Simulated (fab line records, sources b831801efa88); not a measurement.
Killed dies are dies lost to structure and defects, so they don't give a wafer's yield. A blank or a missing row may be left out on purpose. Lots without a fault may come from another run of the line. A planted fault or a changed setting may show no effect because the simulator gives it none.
A struck lot beside a sound one | flow gf180mcu | 21 steps out of a route of 602
Sound: wafers L262.2, L262.3, L262.6. Struck: wafers L267.1, L267.3, L267.5. The cause comes at the end.
At each step with rows: each side's tool, then ch and its chambers, then its first start. Under that, the readings that differ: sound wafers | struck wafers | difference of the means | sigmas: that difference in standard deviations of wafers without a fault.
alike: readings whose means differ by less than 2 such deviations, and words and numbers that are the same on both sides. not compared: withheld readings, readings that some wafer has no value for, bounds like >300 that may hide the same value, and numbers for which the record gives no deviation and whose values overlap.
The two part at a step that has a row with sigmas, a row that says differs or no value, or rows on one side only. Numbers that don't overlap but have no deviation are shown without sigmas and don't part them. A reading that every wafer of one side lacks parts them only if that side has two wafers or more.

first, 2 steps without rows for these wafers: GF_M5_CLEAN_13 (cleans in DIW); GF_V5_CVD_00 (deposits SiO2, target thk 300 nm, time 50 s).
GF_V5_THK_MEAS_01:
  sound on film_metro-02, day 28 09:39; struck on film_metro-02, day 29 20:11
  alike: V5_CVD_00_THK
GF_V5_CVD_02: deposits SiO2 from TEOS, target thk 1450 nm, time 163.28 s.
  sound on pecvd-02 ch 1,2, day 28 09:42; struck on pecvd-01 ch 0,2, day 29 20:15
  alike: heater_power_w
  not compared: since_wet_clean_h
GF_V5_THK_MEAS_03:
  sound on film_metro-03, day 28 09:49; struck on film_metro-03, day 29 20:22
  alike: V5_CVD_02_THK
GF_V5_CMP_04: polishes SiO2.
  sound on cmp-02 ch 0,2, day 28 09:55; struck on cmp-01 ch 0,3, day 29 20:25
  alike: motor_current_A, platen_rpm
GF_V5_BOW_MEAS_05:
  sound on film_metro-03, day 28 10:11; struck on film_metro-02, day 29 20:43
  alike: V5_BOW
then, 5 steps without rows for these wafers: GF_V5_DEHYDRATE_06 (time 60 s); GF_V5_HMDS_07 (prime time 60 s); GF_V5_COAT_08; GF_V5_COAT_09 (resist thk 1000 nm); GF_V5_SOFTBAKE_10 (time 60 s).
GF_V5_EXPOSE_11: exposes mask Via5, target cd 260 nm.
  sound on krf_scanner-02 ch 0, day 28 18:49; struck on krf_scanner-02 ch 0, day 30 06:31
  alike: mask, focus_offset_nm
then, 2 steps without rows for these wafers: GF_V5_PEB_12 (peb time 90 s); GF_V5_DEVELOP_13 (develop time 60 s).
GF_V5_CD_MEAS_14: target cd 260 nm.
  sound on cd_sem-02, day 29 04:56; struck on cd_sem-02, day 30 14:47
  reading    | sound             | struck            | difference | sigmas
  cd_nm (nm) | 257.9 258.4 258.1 | 263.0 260.5 265.1 | +4.7       | +5
GF_V5_OVL_MEAS_15:
  sound on overlay-01, day 29 05:02; struck on overlay-02, day 30 14:55
  alike: V5_OVL
GF_V5_ETCH_16: etches BARC in N2/H2.
  sound on rie_diel-04 ch 0,1, day 29 05:04; struck on rie_diel-04 ch 0,1,2, day 30 14:56
  reading             | sound             | struck            | difference | sigmas
  model.V5.cd_nm (nm) | 257.7 256.5 258.3 | 262.7 260.2 263.5 | +4.6       |
  alike: drypump_motor_current_A, oes_product_au, throttle_valve_pct
GF_V5_ETCH_17: etches SiO2 in C4F8/O2/Ar, stops on TiN, target depth 855 nm.
  sound on rie_diel-04 ch 0,1; struck on rie_diel-04 ch 0,1,2
  reading             | sound             | struck          | difference | sigmas
  model.V5.cd_nm (nm) | 258.6 255.8 258.6 | 264 261.1 264.1 | +5         |
  alike: oes_product_au
GF_V5_STRIP_18: strips in O2/N2.
  sound on plasma_asher-03 ch 1, day 29 05:13; struck on plasma_asher-02 ch 1, day 30 15:06
  reading            | sound       | struck      | difference | sigmas
  heater_power_w (W) | 371 369 372 | 303 300 298 | -70        | -2
  alike: drypump_motor_current_A, oes_product_au
  not compared: rf_hours_counter_h
then, 1 step without rows for these wafers: GF_PASSIVATION_PROBE_99.

WHERE THEY PART
First at GF_V5_CD_MEAS_14; last, within this record, at GF_V5_STRIP_18.

WHY: what the simulator had put in
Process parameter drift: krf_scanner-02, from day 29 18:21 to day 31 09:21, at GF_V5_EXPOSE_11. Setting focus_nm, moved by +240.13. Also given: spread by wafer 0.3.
